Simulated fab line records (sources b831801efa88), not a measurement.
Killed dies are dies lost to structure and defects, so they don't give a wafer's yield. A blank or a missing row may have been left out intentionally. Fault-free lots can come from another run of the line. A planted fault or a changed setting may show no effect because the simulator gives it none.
Matching of chambers | flow sky130 | 4 sister chambers for SKY_SPACER_ETCHBACK_02 on rie-diel-04
The step etches Si3N4 in CH3F/O2, stops on SiO2, time 46.7 s, target depth 45 nm. 16 wafers are shown with their chamber, then 8 later ones without.

## WAFERS WITH THEIR CHAMBER
wafer  | chamber | throttle-valve-pct (%) | oes-product-au (a.u.)
L235.1 | 1       | 10.564                 | 0.865
L235.3 | 3       | 10.569                 | 0.853
L235.6 | 0       | 10.569                 | 0.854
L236.1 | 3       | 10.553                 | 0.858
L236.2 | 2       | 10.571                 | 0.867
L236.3 | 1       | 10.567                 | 0.861
L238.1 | 1       | 10.550                 | 0.854
L238.4 | 2       | 10.558                 | 0.851
L238.5 | 3       | 10.559                 | 0.852
L240.2 | 2       | 10.551                 | 0.845
L240.5 | 1       | 10.552                 | 0.845
L240.6 | 2       | 10.560                 | 0.859
L243.1 | 0       | 10.561                 | 0.864
L243.2 | 2       | 10.561                 | 0.857
L243.4 | 1       | 10.548                 | 0.852
L248.4 | 0       | 10.563                 | 0.861

SIGNATURES (means of the wafers above)
reading            | chamber 0 | chamber 1 | chamber 2 | chamber 3 | scatter within a chamber
throttle-valve-pct | 10.56433  | 10.55620  | 10.56020  | 10.56033  | 0.00749
oes-product-au     | 0.85967   | 0.85540   | 0.85580   | 0.85433   | 0.00704
Rule: for a wafer and a chamber, the distance is found by dividing, reading by reading, the gap between the wafer's reading and the chamber's mean by the reading's scatter, squaring, summing and taking the root. The wafer belongs to the nearest chamber; if the next one is less than 2 further off, it can't be placed. The scatter: the root of (the sum of the squares of (reading less its chamber's mean) over the shown wafers, divided by (wafers less chambers)).

## WAFERS MISSING THEIR CHAMBER
wafer  | throttle-valve-pct (%) | oes-product-au (a.u.)
L248.5 | 10.546                 | 0.864
L248.6 | 10.567                 | 0.854
L249.3 | 10.578                 | 0.859
L249.5 | 10.573                 | 0.848
L249.6 | 10.570                 | 0.862
L258.1 | 10.548                 | 0.848
L258.4 | 10.559                 | 0.861
L258.5 | 10.568                 | 0.849

## EACH ONE'S CHAMBER
wafer  | from the rows above               | in truth
L248.5 | can't be placed: 1 or 2 or 3 or 0 | 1
L248.6 | can't be placed: 0 or 3 or 2 or 1 | 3
L249.3 | can't be placed: 0 or 2 or 3 or 1 | 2
L249.5 | can't be placed: 3 or 0 or 2 or 1 | 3
L249.6 | can't be placed: 0 or 2 or 3 or 1 | 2
L258.1 | can't be placed: 1 or 3 or 2 or 0 | 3
L258.4 | can't be placed: 0 or 2 or 1 or 3 | 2
L258.5 | can't be placed: 3 or 2 or 0 or 1 | 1
Correctly placed: 0 of 8. From these rows, 8 cannot be placed; in 8 the true chamber is one of the candidates. Number placed wrongly: 0.
